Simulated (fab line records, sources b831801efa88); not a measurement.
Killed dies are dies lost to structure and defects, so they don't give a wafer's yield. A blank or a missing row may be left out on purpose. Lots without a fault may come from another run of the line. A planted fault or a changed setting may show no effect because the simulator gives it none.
One fault seen from 2 desks | flow gf180mcu | each desk has only its own numbers; what lay behind them comes last

THE TOOL OWNER'S DESK: litho_track-02
The tool's own readings at GF_TOP_METAL_DEVELOP_13 (develop time 60 s): means of the sampled wafers that have a number, for each lot that ran on this tool. A lot is out of limits, marked OUT, if its mean lies more than 4 standard deviations from the usual mean; the brackets give that distance.
Columns: A = developer_temp_C at GF_TOP_METAL_DEVELOP_13, usual 22.98 C
lot  | first seen here | A
L196 | day 28 00:51    | 23.01
L198 | day 28 14:56    | 22.86
L208 | day 31 22:55    | 20.85 (-19) OUT
L209 | day 32 02:31    | 20.67 (-21) OUT
This desk's finding: out of limits on L208, L209; first on L208, day 31 22:55 (developer_temp_C at GF_TOP_METAL_DEVELOP_13). In limits: L196, L198.

THE METROLOGY DESK
What the gauges read, lot by lot, whatever tool the lot ran on: means of the sampled wafers that have a number. A lot is out of limits, marked OUT, if its mean lies more than 4 standard deviations from the usual mean; the brackets give that distance.
Columns: A = M4_OVL at GF_M4_OVL_MEAS_15, usual 0 nm; B = cd_nm at GF_TOP_METAL_CD_MEAS_14, usual 439.6 nm
lot  | first seen here | A  | B
L196 | day 23 08:08    | 6  | 439.1
L198 | day 24 02:27    | -4 | 440.2
L202 | day 25 12:45    | 6  | 441.2
L203 | day 26 00:18    | -6 | 436.5
L207 | day 27 10:50    | -1 | 443.6
L208 | day 27 19:48    | 0  | 435.9
L209 | day 28 00:21    | 6  | 432.0
L210 | day 28 04:45    | -6 | 438.7
L213 | day 29 01:14    | -0 | 438.0
L215 | day 29 13:37    | -1 | 438.8
L217 | day 30 01:56    | -6 | 441.5
L218 | day 30 08:20    | 6  | 442.0
L219 | day 30 18:20    | 6  | 440.9
This desk's finding: nothing out of limits on any of the 13 lots.

PUT TOGETHER
The tool owner's desk could have raised an alarm at day 31 22:55, on L208, L209.
The metrology desk saw nothing out of limits.
The metrology desk has L208, L209 on record, within its limits.
Of the lots named, all ran GF_TOP_METAL_DEVELOP_13 on litho_track-02.

WHAT THE SIMULATOR HAD PUT IN
Process parameter drift: litho_track-02, from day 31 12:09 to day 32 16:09, at GF_TOP_METAL_DEVELOP_13. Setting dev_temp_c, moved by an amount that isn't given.
Lots struck among those shown: L208, L209.
Hours from the fault's start to each desk's first reading out of limits: the tool owner's desk, 11.
